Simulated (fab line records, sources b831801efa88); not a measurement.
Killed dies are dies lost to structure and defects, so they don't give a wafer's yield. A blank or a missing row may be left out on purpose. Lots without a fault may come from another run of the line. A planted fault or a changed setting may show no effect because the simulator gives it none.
A struck lot beside a sound one | flow sky130 | 43 steps out of a route of 708
Sound: wafers L251.2, L251.3, L251.6. Struck: wafers L266.3, L266.4, L266.6. The cause comes at the end.
At each step with rows: each side's tool, then ch and its chambers, then its first start. Under that, the readings that differ: sound wafers | struck wafers | difference of the means | sigmas: that difference in standard deviations of wafers without a fault.
alike: readings whose means differ by less than 2 such deviations, and words and numbers that are the same on both sides. not compared: withheld readings, readings that some wafer has no value for, bounds like >300 that may hide the same value, and numbers for which the record gives no deviation and whose values overlap.
The two part at a step that has a row with sigmas, a row that says differs or no value, or rows on one side only. Numbers that don't overlap but have no deviation are shown without sigmas and don't part them. A reading that every wafer of one side lacks parts them only if that side has two wafers or more.

first, 8 steps without rows for these wafers: SKY_DNWELL_DEHYDRATE_00 (time 60 s); SKY_DNWELL_HMDS_01 (prime time 60 s); SKY_DNWELL_COAT_02 (resist thk 3000 nm); SKY_DNWELL_SOFTBAKE_03; SKY_DNWELL_EXPOSE_04 (exposes mask DNM, target cd 3000 nm); SKY_DNWELL_PEB_05; SKY_DNWELL_DEVELOP_06 (develop time 60 s); SKY_DNWELL_IMPLANT_07.
SKY_DNWELL_STRIP_08: strips in O2/N2.
  sound on plasma_asher-02 ch 1, day 3 17:39; struck on plasma_asher-04 ch 0,1, day 7 02:47
  reading                     | sound       | struck      | difference | sigmas
  drypump_motor_current_A (A) | 4.8 4.8 4.7 | 6.2 6.4 6.2 | +1.5       | +2
  alike: oes_product_au, strip_time_to_endpoint_s
  not compared: rf_hours_counter_h
SKY_DNWELL_TW_MEAS_09:
  sound on film_metro-01, day 3 17:46; struck on film_metro-03, day 7 02:52
  alike: DNWELL_TW
then, 2 steps without rows for these wafers: SKY_PWDE_DEHYDRATE_00 (time 60 s); SKY_PWDE_HMDS_01 (prime time 60 s).
SKY_PWDE_COAT_02: resist thk 3059 nm.
  sound on litho_track-01 ch 0, day 4 01:41; struck on litho_track-04, day 7 12:41
  no value came back on the struck wafers for chill_plate_temp_C (C), dispense_pressure_kPa (kPa); on the sound wafers chill_plate_temp_C (C) reads 22.97 22.95 22.73
then, 4 steps without rows for these wafers: SKY_PWDE_SOFTBAKE_03; SKY_PWDE_EXPOSE_04 (exposes mask PWDEM, target cd 840 nm); SKY_PWDE_PEB_05; SKY_PWDE_DEVELOP_06 (develop time 60 s).
SKY_PWDE_OVL_MEAS_07:
  sound on overlay-02, day 4 10:16; struck on overlay-02, day 7 23:17
  reading       | sound       | struck | difference                    | sigmas
  PWDE_OVL (nm) | 1.7 2.9 0.2 | - - -  | no value on the struck wafers |
then, 1 step without rows for these wafers: SKY_PWDE_IMPLANT_08.
SKY_PWDE_STRIP_09: strips in O2/N2.
  sound on plasma_asher-02 ch 0,1, day 4 10:36; struck on plasma_asher-03 ch 0,1, day 7 23:30
  no value came back on the struck wafers for oes_product_au (a.u.), strip_time_to_endpoint_s (s); on the sound wafers oes_product_au (a.u.) reads 0.729 0.726 0.714
  alike: drypump_motor_current_A
  not compared: rf_hours_counter_h
SKY_PWDE_TW_MEAS_10:
  sound on film_metro-01, day 4 10:43; struck on film_metro-01, day 7 23:35
  alike: PWDE_TW
then, 7 steps without rows for these wafers: SKY_NWELL_DEHYDRATE_03 (time 60 s); SKY_NWELL_HMDS_04 (prime time 60 s); SKY_NWELL_COAT_05 (resist thk 3000 nm); SKY_NWELL_SOFTBAKE_06; SKY_NWELL_EXPOSE_07 (exposes mask NWM, target cd 840 nm); SKY_NWELL_PEB_08; SKY_NWELL_DEVELOP_09 (develop time 60 s).
SKY_NWELL_OVL_MEAS_10:
  sound on overlay-02, day 5 03:55; struck on overlay-02, day 8 20:32
  alike: NWELL_00_OVL
then, 3 steps without rows for these wafers: SKY_NWELL_IMPLANT_11; SKY_NWELL_IMPLANT_12; SKY_NWELL_IMPLANT_13.
SKY_NWELL_STRIP_14: strips in O2/N2.
  sound on plasma_asher-04 ch 0,1, day 5 04:24; struck on plasma_asher-01 ch 0,1, day 8 21:03
  alike: drypump_motor_current_A, oes_product_au, strip_time_to_endpoint_s
  not compared: rf_hours_counter_h
SKY_NWELL_TW_MEAS_15:
  sound on film_metro-04, day 5 04:31; struck on film_metro-03, day 8 21:08
  alike: NWELL_TW
then, 7 steps without rows for these wafers: SKY_NWELL_DEHYDRATE_16 (time 60 s); SKY_NWELL_HMDS_17 (prime time 60 s); SKY_NWELL_COAT_18 (resist thk 3000 nm); SKY_NWELL_SOFTBAKE_19; SKY_NWELL_EXPOSE_20 (exposes mask NWM COMPLEMENT, target cd 840 nm); SKY_NWELL_PEB_21; SKY_NWELL_DEVELOP_22 (develop time 60 s).
SKY_NWELL_OVL_MEAS_23:
  sound on overlay-02, day 5 20:43; struck on overlay-02, day 9 18:40
  alike: NWELL_01_OVL
SKY_NWELL_TW_MEAS_26:
  sound on film_metro-04, day 5 21:01; struck on film_metro-04, day 9 18:58
  reading    | sound       | struck      | difference | sigmas
  NWELL_2_TW | 499 498 499 | 553 548 550 | +52        | +9

WHERE THEY PART
First at SKY_DNWELL_STRIP_08; last, within this record, at SKY_NWELL_TW_MEAS_26.

WHY: what the simulator had put in
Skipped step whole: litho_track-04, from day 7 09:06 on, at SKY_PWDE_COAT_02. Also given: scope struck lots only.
